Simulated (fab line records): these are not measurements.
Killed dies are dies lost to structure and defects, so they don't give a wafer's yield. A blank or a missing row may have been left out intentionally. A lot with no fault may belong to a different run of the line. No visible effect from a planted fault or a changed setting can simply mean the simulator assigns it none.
fab line records | flow sky130
[record] lots = 5 | wafers = 15 | last-day = 50
route steps=708 shown PASSIVATION@689 PAD_OPEN@694
lots that met no fault: from a run of the same line without faults
start-h: the number of hours between the record's first day and the start of the first shown wafer of the lot | wait-h: hours since the lot's step before | " the same as in the row above | L1.1+2: several wafers, shown together as one row | - value missing, or start not given | * or withheld: withheld | < > ~ a bound
route shown NAME@n: a module of which the file shows steps, and the number in the route of the first | usual: the fault-free wafers' mean and standard deviation | same: alike in all rows | chamber/n: place in a boat | sites: per-site readings | _std_site: the standard deviation of these | _edge_site: the outer-site mean with the inner-site mean subtracted | radius-mm: for every site, how far away it sits from the centre of the wafer | mask NAME#n: copy n | behind: the most recent tool/chamber to have shaped the wafer | hold: why the lot went on hold/how many hours it stayed there/how the hold came to an end | device: whichever transistor did not switch (one of n, p or np) | end of line: tests run on the same wafers once the route is complete | where a step has no rows: the recipe by itself | killed: dies that structure and defects cost at the first sort, which is not the same as the wafer's yield | map: a wafer's dies, marking killed ones x, the rest . and places with no die _
set.NAME: the setting the step ran with; set.NAME@STEP: the setting that earlier step ran with | model.NAME: the simulator's own value behind a step, which no gauge read
lots at selected steps of the route; one table per step, one row per wafer
services: when a tool's chamber went out of use (start-h, in hours from the record's first day, below 0 if earlier), for how many hours, and the reason
[[steps]]
[step SKY_PASSIVATION_EXPOSE_08]
[recipe] mask-id = NSM | target-cd-nm = 3000 | na = 0.57 | dose-mj = 260
[same] na = 0.57
lot.wafer  | tool             | chamber | start-h | wait-h | mask
L075.2+5+6 | iline-stepper-02 | 0       | -       | -      | NSM#0
L076.1+5+6 | iline-stepper-02 | 0       | -       | -      | NSM#0
L082.1+2+6 | iline-stepper-01 | 0       | -       | -      | NSM#0
L084.2+5+6 | iline-stepper-02 | 0       | -       | -      | NSM#0
L097.1+2+3 | iline-stepper-01 | 0       | -       | -      | NSM#0
[step SKY_PASSIVATION_PEB_09]
[recipe] temp-c = 115 | time-s = withheld
lot.wafer  | tool           | chamber | start-h | wait-h
L075.2+5+6 | litho-track-03 | 0       | -       | -
L076.1+5+6 | litho-track-02 | 0       | -       | -
L082.1+2+6 | litho-track-03 | 0       | -       | -
L084.2+5+6 | litho-track-03 | 0       | -       | -
L097.1+2+3 | litho-track-03 | 0       | -       | -
[step SKY_PASSIVATION_DEVELOP_10]
[recipe] develop-time-s = 60 | dev-temp-c = 23
lot.wafer  | tool           | chamber | start-h | wait-h
L075.2+5+6 | litho-track-03 | 0       | -       | -
L076.1+5+6 | litho-track-02 | 0       | -       | -
L082.1+2+6 | litho-track-03 | 0       | -       | -
L084.2+5+6 | litho-track-03 | 0       | -       | -
L097.1+2+3 | litho-track-03 | 0       | -       | -
[step SKY_PASSIVATION_ETCH_11]
[recipe] chemistry = CF4/O2 | target-depth-nm = 725 | stop-on = AlCu | source-w = 800 | bias-w = 150 | pressure-mtorr = 150 | cf4-flow-sccm = 80 | O2_flow_sccm = 10 | time-s = 161.1
[usual] drypump-motor-current-A = 5.8/0.34 | oes-product-au = 0.979/0.0064 | rf-fwd-power-W = 796.3/2.4 | throttle-valve-pct = 5.965/0.0087
lot.wafer | tool        | chamber | start-h | wait-h | drypump-motor-current-A | oes-product-au | rf-fwd-power-W | rf-hours-counter-h | throttle-valve-pct
L075.2    | rie-diel-03 | 0       | 1057.82 | -      | 5.7                     | 0.970          | 794.2          | 17                 | 5.972
L075.5    | "           | 3       | "       | "      | 5.6                     | 0.982          | 795.7          | -                  | 5.954
L075.6    | "           | 0       | "       | "      | 5.7                     | 0.979          | 793.9          | -                  | 5.974
L076.1    | rie-diel-02 | 0       | 1063.14 | -      | 6.0                     | 0.975          | 793.4          | 33                 | 5.964
L076.5    | "           | 3       | "       | "      | 6.1                     | 0.978          | 792.1          | -                  | 5.966
L076.6    | "           | 2       | "       | "      | 5.7                     | 0.985          | 791.1          | -                  | 5.972
L082.1    | rie-diel-03 | 1       | 1103.02 | -      | 5.8                     | 0.973          | 795.7          | 17                 | 5.954
L082.2    | "           | 2       | "       | "      | 6.5                     | 0.972          | 797.8          | 12                 | 5.949
L082.6    | "           | 1       | "       | "      | 5.8                     | 0.990          | 795.9          | -                  | 5.967
L084.2    | rie-diel-03 | 1       | 1113.07 | -      | 5.8                     | 0.973          | 793.8          | 17                 | 5.955
L084.5    | "           | 1       | "       | "      | 5.8                     | 0.977          | 793.0          | -                  | 5.951
L084.6    | "           | 2       | "       | "      | 6.5                     | 0.968          | 796.3          | -                  | 5.951
L097.1    | rie-diel-02 | 3       | 1193.17 | -      | 6.1                     | 0.978          | 799.0          | 1                  | 5.967
L097.2    | "           | 2       | "       | "      | 5.7                     | 0.984          | 794.1          | 1                  | 5.953
L097.3    | "           | 0       | "       | "      | 6.0                     | 0.981          | 798.6          | 2                  | 5.954
[step SKY_PASSIVATION_STRIP_12]
[recipe] chemistry = O2/N2 | power-w = 1400 | pressure-mtorr = 1500 | platen-temp-c = withheld | overash-fraction = 0.7 | o2-flow-sccm = 3000 | n2-flow-sccm = 300
[usual] drypump-motor-current-A = 5.8/0.44 | o2-flow-sccm = 3000/9.6 | oes-product-au = 0.661/0.0042 | strip-time-to-endpoint-s = 31.50/0.11
lot.wafer | tool            | chamber | start-h | wait-h | drypump-motor-current-A | o2-flow-sccm | oes-product-au | rf-hours-counter-h | strip-time-to-endpoint-s
L075.2    | plasma-asher-01 | 1       | 1057.93 | 0.1    | 6.6                     | 2992         | 0.651          | 29                 | 31.60
L075.5    | "               | 1       | "       | "      | 6.6                     | 2995         | 0.662          | -                  | 31.52
L075.6    | "               | 0       | "       | "      | 5.7                     | 3007         | 0.659          | -                  | 31.58
L076.1    | plasma-asher-02 | 0       | 1063.24 | 0.1    | 5.3                     | 2986         | 0.667          | 91                 | 31.61
L076.5    | "               | 1       | "       | "      | 5.6                     | 3000         | 0.666          | -                  | 31.73
L076.6    | "               | 0       | "       | "      | 5.2                     | 3010         | 0.664          | -                  | 31.64
L082.1    | plasma-asher-04 | 1       | 1103.13 | 0.1    | 6.1                     | 3012         | 0.657          | 4                  | 31.41
L082.2    | "               | 0       | "       | "      | 5.8                     | 2997         | 0.663          | 4                  | 31.33
L082.6    | "               | 0       | "       | "      | 5.8                     | 3001         | 0.659          | -                  | 31.30
L084.2    | plasma-asher-01 | 0       | 1113.18 | 0.1    | 5.7                     | 3009         | 0.664          | 35                 | 31.35
L084.5    | "               | 0       | "       | "      | 5.7                     | 3007         | 0.660          | -                  | 31.45
L084.6    | "               | 1       | "       | "      | 6.6                     | 3028         | 0.662          | -                  | 31.38
L097.1    | plasma-asher-02 | 0       | 1193.28 | 0.1    | 5.3                     | 2994         | 0.653          | 103                | 31.52
L097.2    | "               | 1       | "       | "      | 5.6                     | 3007         | 0.657          | 103                | 31.42
L097.3    | "               | 1       | "       | "      | 5.6                     | 3004         | 0.662          | -                  | 31.44
[step SKY_PAD_OPEN_DEHYDRATE_00]
[recipe] temp-c = 200 | time-s = 60
lot.wafer  | tool           | chamber | start-h | wait-h
L075.2+5+6 | litho-track-04 | 0       | 1069.96 | 12.0
L076.1+5+6 | litho-track-01 | 0       | 1073.74 | 10.5
L082.1+2+6 | litho-track-01 | 0       | 1112.74 | 9.6
L084.2+5+6 | litho-track-02 | 0       | 1121.61 | 8.4
L097.1+2+3 | litho-track-02 | 0       | 1200.39 | 7.1
[step SKY_PAD_OPEN_HMDS_01]
[recipe] prime-time-s = 60 | prime-temp-c = 120
[usual] prime-temp-c = 120.01/0.14
lot.wafer | tool           | chamber | start-h | wait-h | prime-temp-c
L075.2    | litho-track-04 | 0       | 1070.11 | 0.1    | 120.02
L075.5    | "              | 0       | "       | "      | 120.01
L075.6    | "              | 0       | "       | "      | 120.19
L076.1    | litho-track-01 | 0       | 1073.89 | 0.1    | 120.10
L076.5    | "              | 0       | "       | "      | 119.93
L076.6    | "              | 0       | "       | "      | 119.84
L082.1    | litho-track-01 | 0       | 1112.89 | 0.1    | 119.91
L082.2    | "              | 0       | "       | "      | 120.11
L082.6    | "              | 0       | "       | "      | 120.01
L084.2    | litho-track-02 | 0       | 1121.76 | 0.1    | 119.97
L084.5    | "              | 0       | "       | "      | 120.12
L084.6    | "              | 0       | "       | "      | 119.75
L097.1    | litho-track-02 | 0       | 1200.54 | 0.1    | 120.00
L097.2    | "              | 0       | "       | "      | 120.14
L097.3    | "              | 0       | "       | "      | 120.08
[step SKY_PAD_OPEN_COAT_02]
[recipe] spin-rpm = 2000 | resist-thk-nm = 3000
lot.wafer  | tool           | chamber | start-h | wait-h
L075.2+5+6 | litho-track-04 | 0       | 1070.26 | 0.1
L076.1+5+6 | litho-track-01 | 0       | 1074.04 | 0.1
L082.1+2+6 | litho-track-01 | 0       | 1113.04 | 0.1
L084.2+5+6 | litho-track-02 | 0       | 1121.91 | 0.1
L097.1+2+3 | litho-track-02 | 0       | 1200.69 | 0.1
[step SKY_PAD_OPEN_SOFTBAKE_03]
[recipe] temp-c = 110 | time-s = withheld
lot.wafer  | tool           | chamber | start-h | wait-h
L075.2+5+6 | litho-track-04 | 0       | 1070.42 | 0.1
L076.1+5+6 | litho-track-01 | 0       | 1074.19 | 0.1
L082.1+2+6 | litho-track-01 | 0       | 1113.19 | 0.1
L084.2+5+6 | litho-track-02 | 0       | 1122.07 | 0.1
L097.1+2+3 | litho-track-02 | 0       | 1200.84 | 0.1
[step SKY_PAD_OPEN_EXPOSE_04]
[recipe] mask-id = PDM | target-cd-nm = 60000 | na = 0.57 | dose-mj = 260
[same] na = 0.57
lot.wafer  | tool             | chamber | start-h | wait-h | mask
L075.2+5+6 | iline-stepper-01 | 0       | -       | -      | PDM#0
L076.1+5+6 | iline-stepper-02 | 0       | -       | -      | PDM#0
L082.1+2+6 | iline-stepper-01 | 0       | -       | -      | PDM#0
L084.2+5+6 | iline-stepper-02 | 0       | -       | -      | PDM#0
L097.1+2+3 | iline-stepper-02 | 0       | -       | -      | PDM#0
[step SKY_PAD_OPEN_PEB_05]
[recipe] temp-c = 115 | time-s = withheld
lot.wafer  | tool           | chamber | start-h | wait-h
L075.2+5+6 | litho-track-01 | 0       | -       | -
L076.1+5+6 | litho-track-02 | 0       | -       | -
L082.1+2+6 | litho-track-02 | 0       | -       | -
L084.2+5+6 | litho-track-02 | 0       | -       | -
L097.1+2+3 | litho-track-01 | 0       | -       | -
[step SKY_PAD_OPEN_DEVELOP_06]
[recipe] develop-time-s = 60 | dev-temp-c = 24.15
lot.wafer  | tool           | chamber | start-h | wait-h
L075.2+5+6 | litho-track-01 | 0       | -       | -
L076.1+5+6 | litho-track-02 | 0       | -       | -
L082.1+2+6 | litho-track-02 | 0       | -       | -
L084.2+5+6 | litho-track-02 | 0       | -       | -
L097.1+2+3 | litho-track-01 | 0       | -       | -
[step SKY_PAD_OPEN_ETCH_07]
[recipe] chemistry = CF4/O2 | target-depth-nm = 725 | stop-on = AlCu | source-w = 800 | bias-w = 150 | pressure-mtorr = 150 | cf4-flow-sccm = 80 | O2_flow_sccm = 10 | time-s = 161.1
[usual] drypump-motor-current-A = 5.8/0.47 | oes-product-au = 0.978/0.0071 | rf-fwd-power-W = 796.7/2.7 | throttle-valve-pct = 5.964/0.0099
lot.wafer | tool        | chamber | start-h | wait-h | drypump-motor-current-A | oes-product-au | rf-fwd-power-W | rf-hours-counter-h | throttle-valve-pct
L075.2    | rie-diel-01 | 1       | 1079.54 | -      | 5.9                     | 0.969          | 798.8          | 6                  | 5.969
L075.5    | "           | 2       | "       | "      | 5.3                     | 0.973          | 796.9          | -                  | 5.980
L075.6    | "           | 3       | "       | "      | 5.0                     | 0.978          | 799.8          | -                  | 5.951
L076.1    | rie-diel-01 | 1       | 1083.79 | -      | 5.9                     | 0.975          | 798.9          | 7                  | 5.959
L076.5    | "           | 1       | "       | "      | 5.9                     | 0.975          | 796.1          | -                  | 5.971
L076.6    | "           | 0       | "       | "      | 6.4                     | 0.985          | 798.8          | -                  | 5.983
L082.1    | rie-diel-01 | 2       | 1122.59 | -      | 5.3                     | 0.973          | 797.2          | 17                 | 5.941
L082.2    | "           | 0       | "       | "      | 6.4                     | 0.973          | 794.7          | 23                 | 5.958
L082.6    | "           | 1       | "       | "      | 5.9                     | 0.983          | 796.3          | -                  | 5.963
L084.2    | rie-diel-01 | 2       | 1131.59 | -      | 5.3                     | 0.973          | 796.9          | 18                 | 5.968
L084.5    | "           | 3       | "       | "      | 5.0                     | 0.970          | 799.7          | -                  | 5.981
L084.6    | "           | 0       | "       | "      | 6.4                     | 0.983          | 791.4          | -                  | 5.978
L097.1    | rie-diel-02 | 2       | 1208.94 | -      | 5.7                     | 0.982          | 796.3          | 2                  | 5.954
L097.2    | "           | 1       | "       | "      | 5.7                     | 0.972          | 792.6          | 24                 | 5.952
L097.3    | "           | 0       | "       | "      | 6.0                     | 0.958          | 800.7          | 3                  | 5.957
[step SKY_PAD_OPEN_STRIP_08]
[recipe] chemistry = O2/N2 | power-w = 1400 | pressure-mtorr = 1500 | platen-temp-c = withheld | overash-fraction = 0.7 | o2-flow-sccm = 3000 | n2-flow-sccm = 300
[usual] drypump-motor-current-A = 5.9/0.36 | o2-flow-sccm = 3000/8.6 | oes-product-au = 0.663/0.0043 | strip-time-to-endpoint-s = 37.01/0.11
lot.wafer | tool            | chamber | start-h | wait-h | drypump-motor-current-A | o2-flow-sccm | oes-product-au | rf-hours-counter-h | strip-time-to-endpoint-s
L075.2    | plasma-asher-01 | 1       | 1079.64 | 0.1    | 6.6                     | 2999         | 0.660          | 32                 | 37.03
L075.5    | "               | 1       | "       | "      | 6.6                     | 2989         | 0.651          | -                  | 37.06
L075.6    | "               | 0       | "       | "      | 5.7                     | 3003         | 0.668          | -                  | 37.02
L076.1    | plasma-asher-04 | 0       | 1083.89 | 0.1    | 5.7                     | 3010         | 0.668          | 2                  | 36.87
L076.5    | "               | 1       | "       | "      | 6.1                     | 3008         | 0.662          | -                  | 36.96
L076.6    | "               | 0       | "       | "      | 5.7                     | 2998         | 0.656          | -                  | 37.00
L082.1    | plasma-asher-04 | 0       | 1122.69 | 0.1    | 5.7                     | 2991         | 0.656          | 6                  | 37.11
L082.2    | "               | 1       | "       | "      | 6.1                     | 3014         | 0.662          | 6                  | 36.99
L082.6    | "               | 0       | "       | "      | 5.8                     | 2984         | 0.664          | -                  | 37.04
L084.2    | plasma-asher-03 | 1       | 1131.69 | 0.1    | 5.7                     | 3014         | 0.659          | 71                 | 37.09
L084.5    | "               | 1       | "       | "      | 5.7                     | 3010         | 0.670          | -                  | 37.06
L084.6    | "               | 0       | "       | "      | 5.3                     | 2997         | 0.662          | -                  | 36.98
L097.1    | plasma-asher-03 | 1       | 1209.04 | 0.1    | 5.7                     | 3002         | 0.669          | 78                 | 37.15
L097.2    | "               | 0       | "       | "      | 5.3                     | 2993         | 0.664          | 78                 | 37.18
L097.3    | "               | 1       | "       | "      | 5.7                     | 3004         | 0.662          | -                  | 37.19
[step SKY_PAD_OPEN_STRIP_09]
[recipe] chemistry = post-etch-residue-remover | time-s = 1200 | temp-c = 72.5
lot.wafer  | tool         | chamber | start-h | wait-h
L075.2+5+6 | wet-bench-01 | 2       | 1079.79 | 0.1
L076.1+5+6 | wet-bench-01 | 3       | 1083.99 | 0.1
L082.1+2+6 | wet-bench-04 | 3       | 1122.79 | 0.1
L084.2+5+6 | wet-bench-02 | 0       | 1131.79 | 0.1
L097.1+2+3 | wet-bench-04 | 0       | 1209.14 | 0.1
[step SKY_PAD_OPEN_CLEAN_10]
[recipe] chemistry = IPA | time-s = 180 | temp-c = 25
lot.wafer  | tool         | chamber | start-h | wait-h
L075.2+5+6 | wet-bench-04 | 1       | 1080.13 | 0.0
L076.1+5+6 | wet-bench-02 | 2       | 1084.40 | 0.0
L082.1+2+6 | wet-bench-02 | 1       | 1123.13 | 0.0
L084.2+5+6 | wet-bench-02 | 3       | 1132.13 | 0.0
L097.1+2+3 | wet-bench-02 | 0       | 1209.48 | 0.0
[step SKY_PAD_OPEN_CLEAN_11]
[recipe] chemistry = O3/DIW | dry = n2-spin
lot.wafer  | tool         | chamber | start-h | wait-h
L075.2+5+6 | wet-bench-02 | 1       | 1080.19 | 0.0
L076.1+5+6 | wet-bench-04 | 1       | 1084.46 | 0.0
L082.1+2+6 | wet-bench-01 | 1       | 1123.19 | 0.0
L084.2+5+6 | wet-bench-02 | 0       | 1132.19 | 0.0
L097.1+2+3 | wet-bench-01 | 2       | 1209.54 | 0.0
[step SKY_PAD_OPEN_ANNEAL_12]
[recipe] temp-c = 400 | time-s = withheld | ambient = N2/H2 | idle-temp-c = 300 | ramp-up-c-per-min = 8 | ramp-down-c-per-min = 4
[usual] zone-power-lower-pct = 3.96/0.19
lot.wafer | tool       | chamber | start-h | wait-h | zone-power-lower-pct
L075.2    | furnace-01 | 0       | 1080.28 | 0.0    | 3.88
L075.5    | "          | 0       | "       | "      | 3.80
L075.6    | "          | 0       | "       | "      | 3.82
L076.1    | furnace-02 | 0       | 1084.55 | 0.0    | 4.15
L076.5    | "          | 0       | "       | "      | 4.16
L076.6    | "          | 0       | "       | "      | 4.12
L082.1    | furnace-02 | 0       | 1123.28 | 0.0    | 4.15
L082.2    | "          | 0       | "       | "      | 4.14
L082.6    | "          | 0       | "       | "      | 4.11
L084.2    | furnace-02 | 0       | 1132.28 | 0.0    | 4.19
L084.5    | "          | 0       | "       | "      | 4.16
L084.6    | "          | 0       | "       | "      | 4.18
L097.1    | furnace-01 | 0       | 1209.63 | 0.0    | 3.79
L097.2    | "          | 0       | "       | "      | 3.76
L097.3    | "          | 0       | "       | "      | 3.73
[step SKY_PAD_OPEN_BOW_MEAS_13]
[recipe] mode = bow
[usual] PAD_OPEN_BOW = 44/7.8
lot.wafer | tool          | chamber | start-h | wait-h | PAD_OPEN_BOW[um]
L075.2    | film-metro-02 | -       | 1081.80 | -      | 25
L075.5    | "             | -       | "       | "      | 38
L075.6    | "             | -       | "       | "      | 40
L076.1    | film-metro-03 | -       | 1086.05 | -      | 44
L076.5    | "             | -       | "       | "      | 47
L076.6    | "             | -       | "       | "      | 55
L082.1    | film-metro-04 | -       | 1124.78 | -      | 55
L082.2    | "             | -       | "       | "      | 47
L082.6    | "             | -       | "       | "      | 50
L084.2    | film-metro-04 | -       | 1133.80 | -      | 41
L084.5    | "             | -       | "       | "      | 45
L084.6    | "             | -       | "       | "      | 49
L097.1    | film-metro-03 | -       | 1211.13 | -      | 53
L097.2    | "             | -       | "       | "      | 47
L097.3    | "             | -       | "       | "      | 49
[step SKY_PAD_OPEN_PROBE_99]
[usual] defect-limited-yield = 83.0/1.9 | killed_at_M0_to_M3 = 43/6.9 | killed_at_M4_up = 3.1/1.9 | killed-at-contacts = 24/5.4 | killed-at-front-end = 14/4.3 | killed-at-other = 0.3/0.53 | killed-dies = 84/9.5 | killed-open = 46/6.8 | killed-short = 38/6 | sort_bin_3_pad_short = 0.9/0.46 | sort_bin_5_function = 10.0/1.4 | sort_bin_6_memory = 6.1/1.1 | sort-n-pass = 408/9.5 | sort-yield-pct = 83.0/1.9
[same] gross-dies = 492 | killed-at-back-side = 0 | sort_bin_4_leakage[%] = 0 | sort_bin_8_speed[%] = 0
lot.wafer | tool      | chamber | start-h | wait-h | defect-limited-yield[%] | killed_at_M0_to_M3 | killed_at_M4_up | killed-at-contacts | killed-at-front-end | killed-at-other | killed-dies | killed-open | killed-short | sort_bin_3_pad_short[%] | sort_bin_5_function[%] | sort_bin_6_memory[%] | sort-n-pass | sort-yield-pct[%]
L075.2    | prober-01 | -       | 1081.95 | 0.1    | 77.0                    | 65                 | 3               | 34                 | 11                  | 0               | 113         | 62          | 48           | 2.2                     | 13.4                   | 7.3                  | 379         | 77.0
L075.5    | prober-01 | -       | 1082.10 | 0.2    | 80.7                    | 52                 | 5               | 18                 | 20                  | 0               | 95          | 56          | 39           | 0.2                     | 11.0                   | 8.1                  | 397         | 80.7
L075.6    | prober-01 | -       | 1082.15 | 0.2    | 79.9                    | 47                 | 4               | 28                 | 20                  | 0               | 99          | 53          | 46           | 1.0                     | 10.8                   | 8.3                  | 393         | 79.9
// killed by level:class
L075.2 VIA1:geometric-particle:open=21 CONTACT:geometric-particle:open=14 VIA1:geometric-particle:short=11 LI_CONTACT:geometric-particle:open=9 METAL1:geometric-particle:short=8 VIA2:geometric-particle:open=6 METAL2:geometric-particle:short=5 POLY_GATE:geometric-particle:open=4
L075.5 VIA1:geometric-particle:open=14 VIA3:geometric-particle:open=10 CONTACT:geometric-particle:open=8 VIA1:geometric-particle:short=6 POLY_GATE:geometric-particle:short=6 POLY_GATE:geometric-particle:open=5 FIELD_ISO:geometric-particle:open=4 METAL3:geometric-particle:short=4
L075.6 VIA1:geometric-particle:open=13 CONTACT:geometric-particle:open=11 POLY_GATE:geometric-particle:open=8 METAL1:geometric-particle:short=7 METAL2:geometric-particle:short=7 LI_CONTACT:geometric-particle:open=6 LOCAL_INTERCONNECT:geometric-particle:short=5 CONTACT:geometric-particle:short=5
[[services]]
tool             | chamber | start-h | hours | kind
iline-stepper-01 | -       | 1031.64 | 5.8   | repair
furnace-02       | -       | 1036.18 | 3.6   | pm
rie-diel-01      | 2       | 1046.03 | 1.7   | repair
rie-diel-01      | 2       | 1051.45 | 2.9   | repair
furnace-02       | -       | 1054.52 | 3.9   | pm
plasma-asher-04  | -       | 1055.27 | 9.0   | pm
iline-stepper-02 | -       | 1065.85 | 1.7   | pm
wet-bench-01     | -       | 1069.71 | 6.9   | repair
iline-stepper-02 | -       | 1080.13 | 0.8   | pm
rie-diel-01      | -       | 1081.61 | 0.8   | repair
rie-diel-03      | 3       | 1088.61 | 8.7   | repair
rie-diel-01      | 0       | 1090.00 | 1.7   | repair
rie-diel-02      | -       | 1093.14 | 3.0   | repair
rie-diel-02      | 0       | 1095.37 | 5.4   | repair
iline-stepper-01 | -       | 1099.22 | 4.1   | repair
rie-diel-03      | 3       | 1117.47 | 5.6   | repair
iline-stepper-01 | -       | 1120.55 | 4.4   | pm
iline-stepper-01 | -       | 1133.40 | 1.7   | pm
furnace-02       | -       | 1134.23 | 3.4   | pm
iline-stepper-02 | -       | 1150.08 | 12.8  | repair
rie-diel-02      | 0       | 1152.69 | 1.6   | repair
plasma-asher-01  | -       | 1180.94 | 3.6   | repair
rie-diel-03      | 2       | 1182.34 | 2.1   | repair
iline-stepper-01 | -       | 1186.81 | 1.3   | repair
[[key]]
fault none
